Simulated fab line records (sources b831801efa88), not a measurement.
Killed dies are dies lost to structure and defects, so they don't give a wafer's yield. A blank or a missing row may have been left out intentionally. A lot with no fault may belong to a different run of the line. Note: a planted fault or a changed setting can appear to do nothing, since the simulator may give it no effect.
Which tool is to blame?    flow sky130    36 wafers from 12 lots sampled at 2 of the route's 708 steps

== WHAT EACH GAUGE READ, for each wafer ==
SKY_LI_CONTACT_OVL_MEAS_13. Usual: LI_CONTACT_OVL -2 nm, standard deviation 4.4.
lot   measured      on          LI_CONTACT_OVL (nm)  flag
L268  day 29 01:50  overlay-02  5 1 4                
L270  day 29 17:32  overlay-02  -4 -7 -1             
L271  day 29 21:23  overlay-01  3 4 3                
L273  day 31 23:23  overlay-02  -11 -6 -4            
L276  day 32 09:41  overlay-01  1 -1 -5              
L275  day 32 17:38  overlay-02  -2 -7 -3             
L282  day 34 00:50  overlay-02  -12 -5 -3            
L286  day 35 05:41  overlay-02  -6 -4 1              
L288  day 35 15:40  overlay-01  -2 -2 2              
L289  day 35 23:14  overlay-01  -5 -5 0              
L290  day 36 06:56  overlay-01  0 -5 0               
L291  day 36 11:16  overlay-02  -6 -4 -3             

== WHICH TOOL RAN EACH LOT (tool, then ch and the chambers of the sampled wafers, then the start) ==
lot   SKY_RES_XHIGH_STRIP_08
L268  plasma asher-02 ch 0,1, day 26 14:53
L270  plasma asher-03 ch 0,1, day 27 06:35
L271  plasma asher-03 ch 0,1, day 27 11:11
L273  plasma asher-02 ch 0,1, day 29 14:25
L276  plasma asher-02 ch 0,1, day 30 01:53
L275  plasma asher-01 ch 0,1, day 30 08:25
L282  plasma asher-02 ch 0,1, day 31 17:23
L286  plasma asher-01 ch 0,1, day 32 22:20
L288  plasma asher-01 ch 0,1, day 33 08:47
L289  plasma asher-01 ch 0,1, day 33 16:22
L290  plasma asher-02 ch 1, day 34 00:37
L291  plasma asher-02 ch 0,1, day 34 04:41
- SKY_RES_XHIGH_STRIP_08: strips in O2/N2.

== AS READ BY THE TOOLS THEMSELVES (means over the sampled wafers that have a number; for cases with no such wafer, the mark the record gives instead) ==
SKY_RES_XHIGH_STRIP_08. Usual: drypump motor current A 5.7 A, standard deviation 0.37; oes product au 0.711 a.u., standard deviation 0.0043; strip time to endpoint s 14.29 s, standard deviation 0.04.
lot   tool             drypump motor current A (A)  oes product au (a.u.)  strip time to endpoint s (s)  flag
L268  plasma asher-02  5.8                          0.711                  14.24                         
L270  plasma asher-03  5.7                          0.711                  14.31                         
L271  plasma asher-03  5.7                          0.711                  14.26                         
L273  plasma asher-02  5.8                          0.714                  14.28                         
L276  plasma asher-02  5.9                          0.712                  14.29                         
L275  plasma asher-01  5.8                          0.710                  14.30                         
L282  plasma asher-02  5.9                          0.714                  14.24                         
L286  plasma asher-01  5.7                          0.711                  14.27                         
L288  plasma asher-01  5.7                          0.713                  14.26                         
L289  plasma asher-01  5.7                          0.715                  14.27                         
L290  plasma asher-02  5.9                          0.711                  14.24                         
L291  plasma asher-02  5.8                          0.711                  14.33                         

== THE ANSWER, worked out from the rows above alone ==
Rule: take the mean of a lot's wafers that have a number; if it is more than 3 standard deviations from the usual mean, the lot is off. A lot without any number at a reading at which 4 lots or more have one is off too. Where the step has rows for the other lots, those lots are counted as sound. Order of review: gauges by route order, followed by the tools' own readings, for which a lot's mean as printed above is used. At the first step where some lot is off, the reading lying furthest off is the one used; lots without a number count as furthest.
None of the lots is off at any reading shown; this tells nothing.

== WHAT WAS PUT IN BY THE SIMULATOR ==
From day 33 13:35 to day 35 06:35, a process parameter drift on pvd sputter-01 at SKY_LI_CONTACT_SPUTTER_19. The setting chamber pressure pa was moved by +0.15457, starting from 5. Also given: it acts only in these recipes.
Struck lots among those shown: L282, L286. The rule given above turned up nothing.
